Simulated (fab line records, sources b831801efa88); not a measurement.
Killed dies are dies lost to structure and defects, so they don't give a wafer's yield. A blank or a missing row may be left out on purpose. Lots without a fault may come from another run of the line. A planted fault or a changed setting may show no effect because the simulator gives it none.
Split-lot experiment | flow gf180mcu | 5 lots, 23 wafers read, on a route of 602 steps

THE SPLIT
At GF_HV_LDD_IMPLANT_21, the setting energy_kev was moved away from the recipe's 25 on 9 of the 23 wafers read, by -8.0% to +7.9%. The other wafers ran this setting at the recipe's value.

FROM THE SPLIT TO THE READING: what the file shows between them, 1 step
- GF_HV_LDD_STRIP_22: strips in O2/N2

THE READING
HV_LDD_2_TW, at GF_HV_LDD_TW_MEAS_23. Fault-free wafers of this fab line usually give 1050, standard deviation 3.9.

wafer  | tool, chamber at the split | energy_kev as run | against the recipe | HV_LDD_2_TW | against lot-mates on the recipe
L074.2 | implanter-01, 0            | 25                | recipe             | 1053        | -
L074.3 | implanter-01, 0            | 22.99             | -8.0%              | 1035        | -24
L074.4 | implanter-01, 0            | 22.99             | -8.0%              | 1029        | -30
L074.5 | implanter-01, 0            | 25                | recipe             | 1063        | -
L074.6 | implanter-01, 0            | 25                | recipe             | 1060        | -
L078.1 | implanter-01, 0            | 26.28             | +5.1%              | 1064        | +20
L078.2 | implanter-01, 0            | 26.28             | +5.1%              | 1064        | +20
L078.4 | implanter-01, 0            | 25                | recipe             | 1044        | -
L078.5 | implanter-01, 0            | 25                | recipe             | 1040        | -
L078.6 | implanter-01, 0            | 25                | recipe             | 1048        | -
L082.2 | implanter-01, 0            | 25                | recipe             | 1050        | -
L082.3 | implanter-01, 0            | 25                | recipe             | 1046        | -
L082.4 | implanter-01, 0            | 25                | recipe             | 1055        | -
L084.1 | implanter-01, 0            | 26.98             | +7.9%              | 1071        | +24
L084.2 | implanter-01, 0            | 25                | recipe             | 1047        | -
L084.3 | implanter-01, 0            | 25                | recipe             | 1047        | -
L084.4 | implanter-01, 0            | 26.98             | +7.9%              | 1068        | +21
L084.6 | implanter-01, 0            | 26.98             | +7.9%              | 1066        | +19
L085.1 | implanter-01, 0            | 26.75             | +7.0%              | 1069        | +14
L085.3 | implanter-01, 0            | 26.75             | +7.0%              | 1072        | +17
L085.4 | implanter-01, 0            | 25                | recipe             | 1055        | -
L085.5 | implanter-01, 0            | 25                | recipe             | 1053        | -
L085.6 | implanter-01, 0            | 25                | recipe             | 1057        | -

THE FIT
A straight line over all 23 wafers: HV_LDD_2_TW changes by +2.38 for each +1% of energy_kev; r = +0.90; the points scatter about the line by 5.3.
The same after taking each lot's own level away (the mean of its wafers on the recipe; 23 wafers): +2.94 for each +1%; r = +0.96; scatter 3.7.
On that fit, the largest move of energy_kev shifts the reading by 24.
The lots' own levels span 1044.0 to 1058.7, that is 3.8 times the standard deviation above.
So the lot-to-lot level changes the slope: the two fits differ.
Check: with one of the wafers moved furthest among these (-8.0%) left out of the fit, the line predicts -24.3 for it against its lot-mates. It came out at -23.7 against them.

OTHER SPLITS ON THESE WAFERS
These wafers also went through other splits before the reading. Each is held against what the fit with the lots' levels taken away leaves over:
other split on the same wafers          | wafers away from the commonest value | r with HV_LDD_2_TW (lot level and that fit taken away)
GF_STI_OXIDATION_01 temp_c              | 18                                   | -0.37
GF_STI_WET_ETCH_28 temp_c               | 15                                   | -0.13
GF_DNWELL_COAT_02 spin_rpm              | 4                                    | -0.01
GF_LVPWELL_IMPLANT_09 energy_kev        | 6                                    | -0.26
GF_MVPSD_SOFTBAKE_03 temp_c             | 7                                    | +0.21
GF_VT_IMPLANT_COAT_13 resist_thk_nm     | 11                                   | -0.12
GF_VT_IMPLANT_DEVELOP_17 develop_time_s | 9                                    | +0.00
GF_DUAL_GATE_COAT_06 spin_rpm           | 10                                   | +0.31
GF_DUAL_GATE_WET_ETCH_12 temp_c         | 15                                   | -0.22
GF_HV_LDD_COAT_14 resist_thk_nm         | 8                                    | +0.02

THE WHOLE CHAIN: every reading that the file lists as answering this split, in the file's order
step                 | what it does | reading                                                         | change (the file's fit)                | r (the file's)
GF_HV_LDD_IMPLANT_21 |              | implant.rp_nm (the simulator's own value, which no gauge read)  | +0.165 nm for each +1% of the setting  | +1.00
GF_HV_LDD_IMPLANT_21 |              | implant.drp_nm (the simulator's own value, which no gauge read) | +0.0802 nm for each +1% of the setting | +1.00
GF_HV_LDD_TW_MEAS_23 |              | HV_LDD_2_TW                                                     | +2.92 for each +1% of the setting      | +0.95

THE FILE'S OWN FIT
HV_LDD_2_TW changes by +2.92 for each +1% of energy_kev, r = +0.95.
